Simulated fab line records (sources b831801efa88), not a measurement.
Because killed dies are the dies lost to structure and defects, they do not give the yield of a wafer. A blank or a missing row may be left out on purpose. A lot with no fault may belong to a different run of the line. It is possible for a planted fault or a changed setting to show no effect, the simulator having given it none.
8D (eight disciplines) problem report, filled in by code | flow sfq line | the parts of the form that need people (team, actions taken, sign-off) are left out

== 1. WHAT IS WRONG ==
At SFQ_TRILAYER_I0_METRO_MEASURE_029, thk nm averages 185.7 nm over 2 wafers from 2 lots, while fault-free wafers read 199.9 nm, standard deviation 1. Measured from the usual mean, that is -14 standard deviations.
First observed at day 8 19:52: wafer L431.4, on film metro-02. The record has a number at this step for 42 wafers belonging to 14 lots. By rule, "out" or "out of limits" means more than 4 standard deviations away from the usual mean. Any other wafer with a number is counted as sound.

== 2. WHAT IT IS AND WHAT IT IS NOT ==
question                    | is               | is not
which readings at this step | thk nm           | -
which lots                  | L431, L432       | L421, L422, L423, L427, L434, L435, L436, L438, L441, L442, L443, L444
which wafers of those lots  | L431.4, L432.3   | L431.5, L431.6, L432.1, L432.6
read on which tools         | film metro-02    | film metro-01, film metro-03
when                        | from day 8 19:52 | up to then (14 sound wafers); but 26 sound wafers of L432, L434, L435, L436, L438, L441, L442, L443, L444 came after

== 3. SUSPECTS, AND WHAT RULES EACH OUT ==
Counting: if a tool at a process step up to the reading ran every lot that is out, it stays a suspect. Sound lots after the first of them don't rule it out here, since some wafers of a struck lot are sound.
- cmp-01 at SFQ_TRILAYER_I0_CMP_CMP_028 (polishes SiO2): kept. It ran every lot that is out, first L431 (day 8 16:39); its last sound lot up to then is L422 (day 6 16:20).
- film metro-02 at SFQ_TRILAYER_I0_METRO_MEASURE_029: kept. It ran every lot that is out, first L431 (day 8 19:52); its last sound lot up to then is L423 (day 6 22:58). Out on those wafers are its own readings of thk nm.
Remaining after the count are cmp-01 at SFQ_TRILAYER_I0_CMP_CMP_028 and film metro-02 at SFQ_TRILAYER_I0_METRO_MEASURE_029.

== 4. THE CAUSE (what the simulator had put in) ==
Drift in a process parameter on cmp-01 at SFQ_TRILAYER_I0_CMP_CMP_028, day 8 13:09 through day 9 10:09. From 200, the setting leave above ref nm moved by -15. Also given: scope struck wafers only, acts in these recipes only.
Counting left 2 suspects, and this tool is among them.

== 5. SEQUENCE OF EFFECTS, ordered by route ==
Each row: a reading whose mean over the struck wafers that have a number lies more than 3 standard deviations from the usual. Only readings for which the record gives a usual standard deviation are gone through. hours: the time from each lot's start at the first step in this table that gives one to its start at this step, as a median over the lots. sigmas: the change in usual standard deviations.
hours | step                                  | reading        | usual      | on struck wafers | change | sigmas
0     | SFQ_TRILAYER_I0_METRO_MEASURE_029     | thk nm         | 199.9 nm   | 185.7            | -14.2  | -14
100   | SFQ_TRILAYER_I0_VIA_ETCH_VIA_ETCH_034 | oes product au | 0.854 a.u. | 0.824            | -0.030 | -6.3
Process steps it contains:
- SFQ_TRILAYER_I0_METRO_MEASURE_029
- SFQ_TRILAYER_I0_VIA_ETCH_VIA_ETCH_034: etches SiO2 in CHF3, stops on Nb, target depth 260 nm.

== 6. WHAT WOULD HAVE CAUGHT IT SOONER ==
In this record the first reading out of limits was taken at day 8 19:52, 7 hours after the fault began at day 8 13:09.
Tool readings at SFQ_TRILAYER_I0_CMP_CMP_028 with a usual standard deviation given in the record: none out on any struck wafer, hence no alarm at a limit of 4 standard deviations on them.
Among the 2 lots that are out, L432 began SFQ_TRILAYER_I0_CMP_CMP_028 on cmp-01 after day 8 19:52. Had the tool been put on hold then, it would have been spared.
